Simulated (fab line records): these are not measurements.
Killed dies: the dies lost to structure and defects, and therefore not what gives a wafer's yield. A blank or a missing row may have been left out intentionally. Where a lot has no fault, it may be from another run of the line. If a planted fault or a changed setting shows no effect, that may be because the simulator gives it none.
Chamber matching ; flow sky130 ; SKY_FIELD_ISO_ETCH_17 on rie_si-02 has 4 sister chambers
The step etches Si in HBr/Cl2/O2, target depth 342 nm, time 97.7 s. 18 wafers are shown with their chamber, then 9 later ones without.

## WAFERS WITH THEIR CHAMBER
wafer;chamber;drypump_motor_current_A (A);HBr_flow_sccm (sccm);throttle_valve_pct (%)
L236.1;2;6.5;149.1;25.666
L236.5;2;6.5;149.1;25.652
L236.6;1;5.3;150.0;25.645
L240.1;2;6.4;149.7;25.662
L240.2;1;5.3;149.3;25.651
L240.4;1;5.3;149.6;25.653
L242.1;3;6.3;149.5;25.653
L242.2;1;5.3;150.2;25.665
L242.5;2;6.5;150.1;25.649
L247.1;3;6.2;149.0;25.672
L247.2;1;5.3;149.9;25.667
L247.6;3;6.3;149.2;25.654
L248.2;1;5.3;150.6;25.652
L248.4;3;6.3;149.9;25.669
L248.5;1;5.4;149.8;25.663
L249.1;1;5.3;150.3;25.647
L249.3;0;5.8;150.5;25.640
L249.4;3;6.4;150.1;25.651

SIGNATURES (averages over the wafers above)
reading;chamber 0;chamber 1;chamber 2;chamber 3;scatter within a chamber
drypump_motor_current_A;5.800;5.312;6.475;6.300;0.0509
HBr_flow_sccm;150.500;149.963;149.500;149.540;0.443
throttle_valve_pct;25.64000;25.65537;25.65725;25.65980;0.00881
Rule: a wafer lies at a distance from a chamber equal to the root of the sum of squares, over the readings, of (its reading less the chamber's mean, divided by the reading's scatter). If the next closest chamber is less than 2 further off than the closest, the wafer can't be placed; otherwise it belongs to the closest. The scatter: the root of (the sum of the squares of (reading less its chamber's mean) over the shown wafers, divided by (wafers less chambers)).

## WAFERS WITHOUT THEIR CHAMBER
wafer;drypump_motor_current_A (A);HBr_flow_sccm (sccm);throttle_valve_pct (%)
L252.3;6.5;149.6;25.658
L252.5;6.5;150.4;25.651
L252.6;6.2;150.2;25.670
L253.1;5.8;150.2;25.637
L253.3;6.4;149.7;25.659
L253.6;5.3;149.8;25.668
L254.3;6.3;149.9;25.648
L254.5;6.5;150.3;25.661
L254.6;6.3;149.9;25.666

## THE CHAMBER EACH PASSED THROUGH
wafer;from the rows above;in truth
L252.3;2;2
L252.5;2;2
L252.6;3;3
L253.1;0;0
L253.3;can't be placed: 2 or 3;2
L253.6;1;1
L254.3;3;3
L254.5;2;2
L254.6;3;3
Correct placement for 8 of the 9. Not placeable from these rows: 1 (in 1, the candidates include the true chamber). Number placed wrongly: 0.
